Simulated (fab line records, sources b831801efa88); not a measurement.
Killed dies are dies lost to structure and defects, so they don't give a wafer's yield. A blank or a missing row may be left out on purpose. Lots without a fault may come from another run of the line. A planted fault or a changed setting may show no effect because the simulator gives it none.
A struck lot beside a sound one | flow sfq_line | 14 steps out of a route of 325
Sound: wafers L248.1, L248.2, L248.3. Struck: wafers L261.1, L261.2, L261.4. The cause comes at the end.
At each step with rows: each side's tool, then ch and its chambers, then its first start. Under that, the readings that differ: sound wafers | struck wafers | difference of the means | sigmas: that difference in standard deviations of wafers without a fault.
alike: readings whose means differ by less than 2 such deviations, and words and numbers that are the same on both sides. not compared: withheld readings, readings that some wafer has no value for, bounds like >300 that may hide the same value, and numbers for which the record gives no deviation and whose values overlap.
The two part at a step that has a row with sigmas, a row that says differs or no value, or rows on one side only. Numbers that don't overlap but have no deviation are shown without sigmas and don't part them. A reading that every wafer of one side lacks parts them only if that side has two wafers or more.

SFQ_TRILAYER_I6_DEP_PECVD_165: deposits SiO2 from SiH4/N2O, time 111.11 s, target thk 500 nm.
  sound on pecvd-04 ch 0,1,2, day 65 06:55; struck on pecvd-04 ch 0,2, day 69 18:37
  alike: heater_power_w, throttle_valve_pct
SFQ_TRILAYER_I6_CMP_CMP_166: polishes SiO2.
  sound on cmp-02 ch 0,2,3, day 66 08:46; struck on cmp-02 ch 0,1,3, day 69 19:12
  alike: motor_current_A, time_to_endpoint_s
SFQ_I6_BOW_MEAS_941:
  sound on film_metro-01, day 66 11:46; struck on film_metro-01, day 69 21:42
  alike: I6_BOW
SFQ_TRILAYER_I6_METRO_MEASURE_167:
  sound on film_metro-01, day 66 11:53; struck on film_metro-01, day 69 21:49
  alike: thk_nm
then, 6 steps without rows for these wafers: SFQ_TRILAYER_I6_VIA_LITHO_COAT_174 (resist thk 62 nm); SFQ_TRILAYER_I6_VIA_LITHO_COAT_169 (resist thk 650 nm); SFQ_TRILAYER_I6_VIA_LITHO_SOFTBAKE_173; SFQ_TRILAYER_I6_VIA_LITHO_EXPOSE_170 (exposes mask I6, target cd 700 nm); SFQ_TRILAYER_I6_VIA_LITHO_PEB_172 (peb time 60 s); SFQ_TRILAYER_I6_VIA_LITHO_DEVELOP_171 (time 60 s).
SFQ_I6_OVL_MEAS_942:
  sound on overlay-02, day 66 15:20; struck on overlay-01, day 70 03:14
  alike: I6_OVL
SFQ_TRILAYER_I6_VIA_BARC_OPEN_VIA_ETCH_235: etches BARC in O2, target depth 125 nm, time 41.7 s.
  sound on rie_diel-03 ch 0,1,2, day 66 15:22; struck on rie_diel-01 ch 1,2,3, day 70 03:16
  alike: bias_w, drypump_motor_current_A, oes_product_au
  not compared: rf_hours_counter_h
SFQ_TRILAYER_I6_VIA_ETCH_VIA_ETCH_172: etches SiO2 in CHF3, stops on Nb, target depth 260 nm.
  sound on rie_diel-03 ch 0,1,2, day 66 15:24; struck on rie_diel-01 ch 1,2,3, day 70 03:18
  reading    | sound             | struck            | difference | sigmas
  bias_w (W) | 80.26 79.89 79.81 | 72.62 72.73 72.79 | -7.27      | -30
  alike: drypump_motor_current_A, oes_product_au
SFQ_TRILAYER_I6_VIA_STRIP_STRIP_173: strips in O2.
  sound on rie_metal-04 ch 0,1, day 66 15:31; struck on rie_metal-04 ch 0,1, day 70 03:25
  alike: drypump_motor_current_A, oes_product_au
  not compared: rf_hours_counter_h

WHERE THEY PART
Only at SFQ_TRILAYER_I6_VIA_ETCH_VIA_ETCH_172, within this record. Later steps at which nothing parts them and some readings are alike: SFQ_TRILAYER_I6_VIA_STRIP_STRIP_173.

WHY: what the simulator had put in
Process parameter drift: rie_diel-01, from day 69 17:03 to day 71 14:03, at SFQ_TRILAYER_I6_VIA_ETCH_VIA_ETCH_172. Setting bias_w, moved by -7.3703, from 80. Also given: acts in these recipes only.
